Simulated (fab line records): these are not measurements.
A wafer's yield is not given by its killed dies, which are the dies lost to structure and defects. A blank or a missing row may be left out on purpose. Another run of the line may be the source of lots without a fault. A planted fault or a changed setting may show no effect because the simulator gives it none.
Which tool is to blame? ; flow sky130 ; Sampling: 15 lots, 45 wafers, 5 of 708 route steps

WHAT THE GAUGES READ, wafer by wafer
SKY_PWDE_OVL_MEAS_07.
lot;measured;on;PWDE_OVL (nm)
L369;day 3 22:26;overlay-01;-1.0 -0.4 1.5
L370;day 4 00:32;overlay-01;1.4 0.8 0.1
L371;day 4 06:41;overlay-02;-0.9 1.6 1.6
L372;day 4 11:47;overlay-01;-2.3 -2.2 -1.2
L373;day 4 20:05;overlay-01;-1.3 0.1 -2.3
L374;day 4 21:32;overlay-02;1.6 0.7 0.4
L375;day 5 05:47;overlay-02;-1.2 -0.4 -0.4
L376;day 5 12:59;overlay-02;0.3 0.1 -2.4
L377;day 5 20:05;overlay-02;-1.9 -1.0 -0.5
L378;day 6 00:05;overlay-01;0.2 1.2 1.3
L379;day 6 03:11;overlay-01;1.7 0.9 2.0
L386;day 7 18:35;overlay-02;1.0 0.5 0.9
L387;day 8 01:11;overlay-02;-1.6 0.5 0.5
L389;day 8 13:11;overlay-02;-2.5 -1.2 0.1
L391;day 8 18:08;overlay-02;0.7 -0.8 0.8

SKY_VT_ADJUST_LVTN_TW_MEAS_10.
lot;measured;on;VT_ADJUST_LVTN_TW
L369;day 6 23:15;film-metro-04;246.6 246.3 246.6
L370;day 7 02:34;film-metro-02;245.2 244.2 243.0
L371;day 7 09:40;film-metro-02;241.9 243.0 242.8
L372;day 7 16:25;film-metro-03;241.9 242.0 241.6
L373;day 8 01:26;film-metro-02;298.1 299.2 301.0
L374;day 8 12:25;film-metro-03;241.9 241.6 244.0
L375;day 8 14:41;film-metro-02;244.7 243.7 244.9
L376;day 8 17:58;film-metro-02;244.3 243.7 245.2
L377;day 9 08:39;film-metro-04;248.0 246.5 248.0
L378;day 9 10:56;film-metro-02;299.4 298.5 298.7
L379;day 9 13:38;film-metro-04;303.4 305.5 302.9
L386;day 11 08:53;film-metro-03;241.2 240.9 242.0
L387;day 11 12:19;film-metro-03;242.5 239.4 239.8
L389;day 12 04:38;film-metro-02;245.1 245.1 244.6
L391;day 12 11:28;film-metro-03;241.7 242.0 241.1

SKY_POLY_CUT_OVL_MEAS_09.
lot;measured;on;POLY_CUT_OVL (nm)
L369;day 24 05:12;overlay-01;-2 -3 -2
L370;day 24 08:21;overlay-02;-13 -7 -10
L371;day 25 00:38;overlay-01;-10 1 -8
L372;day 25 02:24;overlay-01;0 1 -3
L373;day 25 14:17;overlay-01;-1 -5 -1
L374;day 26 02:24;overlay-01;0 4 2
L375;day 26 09:08;overlay-02;-1 4 -1
L376;day 26 10:39;overlay-01;2 7 -2
L377;day 28 02:42;overlay-01;-2 -5 1
L378;day 28 02:09;overlay-01;-2 -3 -11
L379;day 28 03:14;overlay-01;-14 0 -4
L386;day 30 03:40;overlay-01;-2 3 -2
L387;day 30 02:08;overlay-01;-4 2 3
L389;day 30 15:56;overlay-02;-4 -4 -2
L391;day 31 12:45;overlay-01;-1 -7 -2

SKY_CONTACT_BOW_MEAS_05.
lot;measured;on;CONTACT_BOW (um)
L369;day 30 08:40;film-metro-01;60 75 72
L370;day 30 10:22;film-metro-04;78 90 85
L371;day 31 02:47;film-metro-01;93 81 81
L372;day 31 03:38;film-metro-01;77 75 73
L373;day 31 15:27;film-metro-01;69 77 83
L374;day 32 02:17;film-metro-01;61 76 76
L375;day 32 09:22;film-metro-04;76 96 94
L376;day 32 10:00;film-metro-01;75 88 79
L377;day 34 01:04;film-metro-02;92 94 81
L378;day 34 00:10;film-metro-04;92 75 88
L379;day 34 02:59;film-metro-02;88 80 80
L386;day 36 00:30;film-metro-04;96 92 86
L387;day 35 23:43;film-metro-01;86 82 81
L389;day 36 12:02;film-metro-04;89 94 77
L391;day 37 07:16;film-metro-01;70 79 74

WHICH TOOL RAN EACH LOT (tool, then ch and the chambers of the sampled wafers, then the start)
lot;SKY_VT_ADJUST_LVTN_IMPLANT_08
L369;implanter-04 ch 0, day 6 23:00
L370;implanter-01 ch 0, day 7 02:20
L371;implanter-01 ch 0, day 7 09:26
L372;implanter-03 ch 0, day 7 16:10
L373;implanter-03 ch 0, day 8 00:52
L374;implanter-01 ch 0, day 8 12:11
L375;implanter-04 ch 0, day 8 14:23
L376;implanter-04 ch 0, day 8 17:43
L377;implanter-04 ch 0, day 9 08:24
L378;implanter-04 ch 0, day 9 10:23
L379;implanter-03 ch 0, day 9 12:40
L386;implanter-04 ch 0, day 11 08:40
L387;implanter-01 ch 0, day 11 12:05
L389;implanter-03 ch 0, day 12 04:23
L391;implanter-01 ch 0, day 12 11:13
- SKY_VT_ADJUST_LVTN_IMPLANT_08

WHAT THE TOOLS THEMSELVES READ (means of the sampled wafers that have a number; where no wafer has one, the mark that the record gives instead)
The record holds no such reading with a usual standard deviation.

THE ANSWER, worked out from the rows above alone
Rule: the lots themselves supply what counts as usual. The widest of any qualifying gaps counts: lots, ordered by their means at a reading, are off when they make up no more than a third of the lots, leave a main group of 4 or more, and stand apart from it by 3 or more times the standard deviation of that group's means. If all means in a main group match to the digits the tables above print for the reading, that group is not used. Also off: a lot with no number at a reading for which 4 or more lots have one. Where the step has rows for the other lots, those lots are counted as sound. First the gauges in route order, then the tools' own readings, where a lot's mean is used as printed above. The first step at which some lot is off is used, and at that step the reading that is off furthest; a lot without a number counts as furthest.
Off: at SKY_VT_ADJUST_LVTN_TW_MEAS_10 (VT_ADJUST_LVTN_TW), L373, L378, L379. The main group has a mean of 243.5 with a standard deviation of 2.1.
If a tool, at a process step before that reading, ran all the lots that are off and no sound lot after the first of them, it fits. The gauges at SKY_VT_ADJUST_LVTN_TW_MEAS_10 are tried like those tools. Of those tried, none fits.

WHAT THE SIMULATOR HAD PUT IN
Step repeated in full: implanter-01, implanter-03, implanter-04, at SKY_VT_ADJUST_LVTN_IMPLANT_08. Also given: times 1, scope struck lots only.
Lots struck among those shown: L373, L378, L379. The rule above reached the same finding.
